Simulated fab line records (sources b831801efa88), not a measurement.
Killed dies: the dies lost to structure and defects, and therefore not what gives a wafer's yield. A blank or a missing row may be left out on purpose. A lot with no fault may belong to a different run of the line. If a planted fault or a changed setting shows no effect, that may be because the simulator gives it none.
Which tool is to blame? + flow gf180mcu + route of 602 steps, sampled at 1 step: 11 lots, 33 wafers

WHAT EACH GAUGE READ, for each wafer
GF_VT_IMPLANT_OVL_MEAS_40. Usual: VT_IMPLANT_03_OVL gives -0.7 nm (standard deviation 1.1).
| lot  | measured     | on         | VT_IMPLANT_03_OVL (nm) | flag |
|------|--------------|------------|------------------------|------|
| L958 | day 7 11:34  | overlay-01 | -0.8 -0.9 -0.4         |      |
| L960 | day 8 02:49  | overlay-01 | 0.3 -0.1 -0.2          |      |
| L961 | day 8 08:16  | overlay-01 | -0.8 -0.5 -1.7         |      |
| L964 | day 9 01:35  | overlay-02 | -1.1 -0.9 -0.3         |      |
| L966 | day 9 20:31  | overlay-01 | 0.3 -1.2 -0.4          |      |
| L967 | day 10 01:23 | overlay-01 | 0.4 -1.1 -1.4          |      |
| L969 | day 10 17:22 | overlay-01 | -0.4 1.2 -1.2          |      |
| L977 | day 12 19:49 | overlay-02 | 0.0 -0.5 0.2           |      |
| L979 | day 13 12:53 | overlay-01 | -0.1 -1.5 -0.7         |      |
| L980 | day 13 16:16 | overlay-01 | -1.3 -0.8 -1.1         |      |
| L981 | day 14 04:46 | overlay-02 | -1.2 -2.1 -1.0         |      |

TOOL THAT RAN EACH LOT (tool first, then ch and the chambers of the sampled wafers, then the start)
The record shows no process step preceding these readings.

AS READ BY THE TOOLS THEMSELVES (means over the sampled wafers that have a number; for cases with no such wafer, the mark the record gives instead)
The record holds no such reading with a usual standard deviation.

THE ANSWER, worked out from the rows above alone
Rule: lot off if the mean of its wafers having a number is beyond 3 standard deviations from the usual mean. A lot without any number at a reading at which 4 lots or more have one is off too. All remaining lots with rows at the step are treated as sound. Order of review: gauges by route order, followed by the tools' own readings, for which a lot's mean as printed above is used. At the first step where some lot is off, the reading lying furthest off is the one used; lots without a number count as furthest.
Nothing can be told from this: no lot is off at any reading shown.

WHAT WAS PUT IN BY THE SIMULATOR
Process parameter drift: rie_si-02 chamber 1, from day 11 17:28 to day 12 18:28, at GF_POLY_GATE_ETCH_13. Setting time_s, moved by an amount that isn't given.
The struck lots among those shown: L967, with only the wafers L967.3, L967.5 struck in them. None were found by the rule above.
